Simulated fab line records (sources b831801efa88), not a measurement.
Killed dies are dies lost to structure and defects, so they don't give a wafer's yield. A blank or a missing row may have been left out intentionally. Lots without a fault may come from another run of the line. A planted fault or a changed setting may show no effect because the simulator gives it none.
2 desks looking at one fault -- flow sky130 -- only its own numbers are on each desk; what lay behind them is given at the end

== FOR THE TOOL OWNER'S DESK: implanter-01 ==
For each lot that ran on this tool, the mean over its sampled wafers that have a number, from the tool's own readings at SKY_PWDE_IMPLANT_08. Marked OUT: a lot whose mean sits more than 4 standard deviations from the usual mean, which makes it out of limits; the brackets give that distance.
Columns: A = beam on s at SKY_PWDE_IMPLANT_08, usual 10.01 s; B = faraday current uA at SKY_PWDE_IMPLANT_08, usual 20.3
lot,first seen here,A,B
L206,day 4 18:41,10.09,20.1
L215,day 6 11:14,11.24 (+6.5) OUT,18.3 (-5.0) OUT
L216,day 6 17:44,10.84 (+4.4) OUT,19.0
L217,day 6 18:44,10.93 (+4.9) OUT,18.7
This desk's verdict: out of limits on L215, L216, L217, starting with L215 at day 6 11:14 (beam on s at SKY_PWDE_IMPLANT_08). L206: within limits.

== FROM THE METROLOGY DESK ==
Lot by lot, what the gauges showed, no matter which tool ran the lot: averages of those sampled wafers that carry a number. Marked OUT: a lot whose mean sits more than 4 standard deviations from the usual mean, which makes it out of limits; the brackets give that distance.
Columns: A = PWDE_TW at SKY_PWDE_TW_MEAS_10, usual 375; B = PWDE_RS at SKY_NWELL_RS_MEAS_31, usual 5280 ohm/sq; C = VT_ADJUST_HVTR_TW at SKY_VT_ADJUST_HVTR_TW_MEAS_11, usual 211.2; D = GATE_OXIDE_OVL at SKY_GATE_OXIDE_OVL_MEAS_10, usual -0.4 nm
lot,first seen here,A,B,C,D
L207,day 4 18:20,381,5305,210.7,-0.9
L206,day 4 18:56,371,5288,208.7,-1.5
L215,day 6 11:26,383,4850 (-21) OUT,210.9,1.1
L214,day 6 12:42,371,5294,209.2,-0.8
L216,day 6 17:57,381,4995 (-14) OUT,212.0,-0.2
L217,day 6 18:58,380,5011 (-13) OUT,211.8,-0.3
L219,day 6 21:44,372,5236,211.4,-0.5
L223,day 8 01:31,374,5276,212.6,-1.0
L224,day 8 05:53,373,5290,209.7,-0.2
L226,day 8 12:02,374,5292,210.8,-0.0
L228,day 9 00:50,379,5290,211.9,-1.4
L229,day 9 07:35,371,5295,212.7,-0.2
This desk's finding: out of limits on L215, L216, L217; first on L215, day 8 05:07 (PWDE_RS at SKY_NWELL_RS_MEAS_31). L207, L206, L214, L219, L223, L224, L226, L228, L229: within limits.

== PUT TOGETHER ==
On L215, L216, L217, at day 6 11:14, an alarm was possible from the tool owner's desk.
The metrology desk could have raised an alarm at day 8 05:07, on L215, L216, L217.
On implanter-01, each named lot ran SKY_PWDE_IMPLANT_08.

== WHAT THE SIMULATOR HAD PUT IN ==
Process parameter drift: implanter-01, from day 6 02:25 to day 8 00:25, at SKY_PWDE_IMPLANT_08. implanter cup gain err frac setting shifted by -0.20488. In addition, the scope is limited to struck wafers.
Shown lots that were struck: L215, L216, L217.
Counting hours from when the fault started, the first reading out of limits came at 9 for the tool owner's desk and at 51 for the metrology desk.
